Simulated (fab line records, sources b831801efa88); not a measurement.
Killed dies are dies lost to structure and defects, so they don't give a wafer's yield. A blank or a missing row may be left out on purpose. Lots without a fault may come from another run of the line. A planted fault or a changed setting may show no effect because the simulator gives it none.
Split-lot experiment | flow sky130 | 5 lots, 23 wafers read, on a route of 708 steps

THE SPLIT
At SKY_VT_ADJUST_NCORE_COAT_02 (resist thk 1140 nm), the setting resist_thk_nm was moved away from the recipe's 1140 nm on 11 of the 23 wafers read, by -2.7% to +3.0%. The other wafers ran this setting at the recipe's value.

The reading is taken at the split's own step.

THE READING
NOVOLAK_of_VT_ADJUST_NCORE_COAT_02.thk_nm (the simulator's own value, which no gauge read), in nm, at SKY_VT_ADJUST_NCORE_COAT_02 (resist thk 1140 nm). The file gives no usual value for it. The 12 wafers here that ran the recipe average 1141 nm, standard deviation 3.3 nm.

wafer  | tool, chamber at the split | resist_thk_nm as run, nm | against the recipe | NOVOLAK_of_VT_ADJUST_NCORE_COAT_02.thk_nm, nm | against lot-mates on the recipe
L074.1 | litho_track-03, 0          | 1140                     | recipe             | 1138                                          | -
L074.3 | litho_track-03, 0          | 1174                     | +3.0%              | 1175                                          | +34
L074.4 | litho_track-03, 0          | 1174                     | +3.0%              | 1177                                          | +36
L074.5 | litho_track-03, 0          | 1140                     | recipe             | 1144                                          | -
L074.6 | litho_track-03, 0          | 1140                     | recipe             | 1141                                          | -
L076.2 | litho_track-01, 0          | 1140                     | recipe             | 1142                                          | -
L076.4 | litho_track-01, 0          | 1140                     | recipe             | 1144                                          | -
L076.6 | litho_track-01, 0          | 1140                     | recipe             | 1141                                          | -
L077.1 | litho_track-01, 0          | 1173                     | +2.9%              | 1172                                          | +32
L077.2 | litho_track-01, 0          | 1173                     | +2.9%              | 1171                                          | +31
L077.3 | litho_track-01, 0          | 1173                     | +2.9%              | 1174                                          | +34
L077.4 | litho_track-01, 0          | 1140                     | recipe             | 1140                                          | -
L077.6 | litho_track-01, 0          | 1140                     | recipe             | 1140                                          | -
L079.1 | litho_track-04, 0          | 1169                     | +2.5%              | 1175                                          | +29
L079.2 | litho_track-04, 0          | 1169                     | +2.5%              | 1175                                          | +29
L079.5 | litho_track-04, 0          | 1169                     | +2.5%              | 1175                                          | +29
L079.3 | litho_track-04, 0          | 1140                     | recipe             | 1145                                          | -
L079.4 | litho_track-04, 0          | 1140                     | recipe             | 1147                                          | -
L084.2 | litho_track-01, 0          | 1109                     | -2.7%              | 1107                                          | -29
L084.3 | litho_track-01, 0          | 1109                     | -2.7%              | 1107                                          | -29
L084.4 | litho_track-01, 0          | 1109                     | -2.7%              | 1108                                          | -28
L084.5 | litho_track-01, 0          | 1140                     | recipe             | 1135                                          | -
L084.6 | litho_track-01, 0          | 1140                     | recipe             | 1137                                          | -

THE FIT
A straight line over all 23 wafers: NOVOLAK_of_VT_ADJUST_NCORE_COAT_02.thk_nm changes by +12 nm for each +1% of resist_thk_nm; r = +0.99; the points scatter about the line by 3.2 nm.
The same after taking each lot's own level away (the mean of its wafers on the recipe; 23 wafers): +11.1 nm for each +1%; r = +1.00; scatter 1.5 nm.
On that fit, the largest move of resist_thk_nm shifts the reading by 33 nm.
The lots' own levels span 1136.0 to 1146.0 nm, that is 3.0 times the standard deviation above.
So the lot-to-lot level changes the slope little: the two slopes agree.
Check: with one of the wafers moved furthest among these (+3.0%) left out of the fit, the line predicts +33.5 nm for it against its lot-mates. It came out at +34 nm against them.

THE WHOLE CHAIN: every reading that the file lists as answering this split, in the file's order
step                         | what it does       | reading                                                                                    | change (the file's fit)              | r (the file's)
SKY_VT_ADJUST_NCORE_COAT_02  | resist thk 1140 nm | NOVOLAK_of_VT_ADJUST_NCORE_COAT_02.thk_nm (the simulator's own value, which no gauge read) | +11.3 nm for each +1% of the setting | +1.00
SKY_VT_ADJUST_NCORE_STRIP_10 | strips in O2/N2    | strip_time_to_endpoint_s                                                                   | withheld for each +1% of the setting | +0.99

THE FILE'S OWN FIT
NOVOLAK_of_VT_ADJUST_NCORE_COAT_02.thk_nm changes by +11.3 nm for each +1% of resist_thk_nm, r = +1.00.
